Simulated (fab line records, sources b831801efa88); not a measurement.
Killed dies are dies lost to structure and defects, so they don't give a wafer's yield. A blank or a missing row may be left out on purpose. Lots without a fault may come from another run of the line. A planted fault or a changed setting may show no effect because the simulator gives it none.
Chamber matching | flow gf180mcu | GF_CONTACT_CVD_02 on pecvd-02: 3 sister chambers
The step deposits SiO2 from TEOS, target thk 860 nm, time 95.992 s. 3 wafers are shown with their chamber, then 7 later ones without.

WAFERS WITH THEIR CHAMBER
wafer  | chamber | heater_power_w (W)
L205.1 | 2       | 630
L205.3 | 1       | 723
L206.5 | 0       | 554

WAFERS WITHOUT THEIR CHAMBER
wafer  | heater_power_w (W)
L206.6 | 661
L210.3 | 591
L210.4 | 649
L210.5 | 460
L211.2 | 530
L211.4 | 573
L211.6 | 710

WHICH CHAMBER EACH WENT THROUGH
wafer  | from the rows above          | in truth
L206.6 | can't be placed: 2 or 1 or 0 | 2
L210.3 | can't be placed: 0 or 2      | 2
L210.4 | can't be placed: 2 or 1 or 0 | 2
L210.5 | can't be placed: 0 or 2      | 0
L211.2 | can't be placed: 0 or 2      | 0
L211.4 | can't be placed: 0 or 2      | 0
L211.6 | can't be placed: 1 or 2      | 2
Placed correctly: 0 of 7. Can't be placed from these rows: 7 (the true chamber is among the candidates in 7). Placed wrongly: 0.
How it was worked out, from the rows above alone: a wafer's distance from a chamber is the root of the sum, over the readings, of the square of ((its reading less the chamber's mean) divided by the reading's scatter). The wafer belongs to the nearest chamber; if the next one is less than 2 further off, it can't be placed. A chamber's mean is the mean of its shown wafers. The scatter: with one shown wafer a chamber, the root of the mean of the squares of how far each hidden wafer lies from its nearest shown one.
